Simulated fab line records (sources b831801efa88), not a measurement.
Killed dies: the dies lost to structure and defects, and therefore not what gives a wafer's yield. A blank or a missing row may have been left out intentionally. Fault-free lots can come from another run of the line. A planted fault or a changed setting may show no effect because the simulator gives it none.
2 desks looking at one fault :: flow gf180mcu :: every desk sees just its own numbers, and what lay behind them comes last

## THE METROLOGY DESK
What the gauges read for every lot (on any tool): the sampled wafers with a number, averaged. The brackets show how far a lot's mean lies from the usual mean; more than 4 standard deviations puts the lot out of limits, marked OUT.
Columns: A = PSD_RS at GF_PSD_RS_MEAS_15, usual 108.61 ohm/sq; B = SAB_CVD_00_THK at GF_SAB_THK_MEAS_01, usual 49.9 nm; C = cd-nm at GF_SAB_CD_MEAS_09, usual 419.3 nm; D = SAB_OVL at GF_SAB_OVL_MEAS_10, usual 0.3 nm
lot: L748
first seen here: day 15 12:11
A: 108.77
B: 50.8
C: 421.3
D: -0.8

lot: L750
first seen here: day 16 04:42
A: 108.71
B: 49.7
C: 417.2
D: -0.9

lot: L759
first seen here: day 19 15:13
A: 108.90
B: 49.3
C: 418.5
D: 1.4

lot: L761
first seen here: day 20 23:15
A: 108.56
B: 49.5
C: 421.2
D: -0.1

lot: L762
first seen here: day 21 10:13
A: 108.76
B: 50.7
C: 419.6
D: 0.4

lot: L767
first seen here: day 22 19:59
A: 108.53
B: 50.0
C: 418.6
D: 0.5
This desk's finding: nothing out of limits on any of the 6 lots.

## AT THE TOOL OWNER'S DESK: rie-diel-02
The tool's own readings at GF_SAB_ETCH_11 (etches SiO2 in C4F8/O2/Ar, target depth 55 nm, time 8.5 s): means of the sampled wafers that have a number, for each lot that ran on this tool. The brackets show how far a lot's mean lies from the usual mean; more than 4 standard deviations puts the lot out of limits, marked OUT.
Columns: A = oes-product-au at GF_SAB_ETCH_11, usual 0.999 a.u.
lot: L748
first seen here: day 16 09:36
A: 0.998

lot: L750
first seen here: day 17 03:41
A: 0.988

lot: L761
first seen here: day 21 23:08
A: 0.997

lot: L762
first seen here: day 22 09:55
A: 1.001

lot: L767
first seen here: day 23 18:29
A: 1.000
This desk's finding: nothing out of limits on any of the 5 lots.

## ALL TOGETHER
At the metrology desk, nothing out of limits was observed.
The desk of the tool owner found nothing out of limits.

## WHAT THE SIMULATOR HAD PUT IN
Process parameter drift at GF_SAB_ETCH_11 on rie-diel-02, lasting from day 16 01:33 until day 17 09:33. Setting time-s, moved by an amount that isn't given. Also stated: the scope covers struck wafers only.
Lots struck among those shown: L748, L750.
